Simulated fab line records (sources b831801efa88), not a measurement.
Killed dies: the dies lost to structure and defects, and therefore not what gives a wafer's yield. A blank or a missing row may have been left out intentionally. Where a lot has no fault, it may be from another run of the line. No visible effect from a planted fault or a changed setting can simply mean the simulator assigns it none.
A lot that was struck, set against a sound lot || flow sky130 || 15 out of 708 route steps
Sound: these wafers, L425.1, L425.4, L425.5. Wafers struck: L435.4, L435.5, L435.6. The cause is given at the end.
Per side, at each step with rows, come the tool, then ch with its chambers, and then its first start. Under that, the readings that differ: sound wafers || struck wafers || difference of the means || sigmas: that difference in standard deviations of wafers without a fault.
alike: a reading whose means differ by less than 2 such deviations, as well as words and numbers matching on both sides. not compared: withheld readings; readings where some wafer has no value; bounds like >300 that might hide an equal value; numbers whose values overlap and for which the record gives no deviation.
A row with sigmas, a row that says differs or no value, or rows on one side alone: a step with any of these is where the two part. Numbers that don't overlap but have no deviation are shown without sigmas and don't part them. Lack of a reading on every wafer of one side parts them only where that side has two or more wafers.

SKY_VIA3_CMP_02: polishes SiO2.
  sound on cmp-02 ch 0,2,3, day 40 19:40; struck on cmp-01 ch 0,2,3, day 44 02:00
  alike: head-pressure-psi, motor-current-A, platen-rpm
SKY_VIA3_BOW_MEAS_03:
  struck on film-metro-02, day 44 02:16; sound on film-metro-02, day 40 19:55
  alike: VIA3_BOW
then, 8 steps without rows for these wafers: SKY_VIA3_DEHYDRATE_04 (time 60 s); SKY_VIA3_HMDS_05 (prime time 60 s); SKY_VIA3_COAT_06 (resist thk 60 nm); SKY_VIA3_COAT_07 (resist thk 450 nm); SKY_VIA3_SOFTBAKE_08 (time 90 s); SKY_VIA3_EXPOSE_09 (exposes mask VIM3, target cd 200 nm); SKY_VIA3_PEB_10; SKY_VIA3_DEVELOP_11 (develop time 60 s).
SKY_VIA3_CD_MEAS_12: the cd target is 200 nm.
  struck on cd-sem-02, day 45 00:52; sound on cd-sem-01, day 41 20:28
{"reading": "cd-nm (nm)", "sound": "199.8 200.1 199.0", "struck": "202.8 203.6 201.7", "difference": "+3.1", "sigmas": "+3"}
SKY_VIA3_OVL_MEAS_13:
  struck on overlay-02, day 45 00:56; sound on overlay-01, day 41 20:35
  alike: VIA3_OVL
SKY_VIA3_ETCH_14: etches BARC in N2/H2, stops on SiO2, time 45.9 s, target depth 60 nm.
  sound on rie-diel-02 ch 1,3, day 41 20:37; struck on rie-diel-04 ch 2,3, day 45 00:58
{"reading": "bias-w (W)", "sound": "99.78 99.37 99.69", "struck": "113.14 113.18 113.54", "difference": "+13.67", "sigmas": "+47"}
  alike: drypump-motor-current-A, oes-product-au, throttle-valve-pct
  not compared: rf-hours-counter-h
SKY_VIA3_ETCH_15: etches SiO2 in C4F8/O2/Ar, stops on TiN, target depth 507 nm, time 78 s.
  sound on rie-diel-02 ch 1,3, day 41 20:40; struck on rie-diel-04 ch 2,3, day 45 01:00
  alike: bias-w, oes-product-au
  not compared: rf-hours-counter-h
SKY_PAD_OPEN_PROBE_99:
  sound wafers here have rows in the record (prober-01, day 47 13:36); struck ones have none

WHERE THEY PART
At SKY_VIA3_CD_MEAS_12 first; at SKY_PAD_OPEN_PROBE_99 last (within this record only).

WHY: whatever the simulator had introduced
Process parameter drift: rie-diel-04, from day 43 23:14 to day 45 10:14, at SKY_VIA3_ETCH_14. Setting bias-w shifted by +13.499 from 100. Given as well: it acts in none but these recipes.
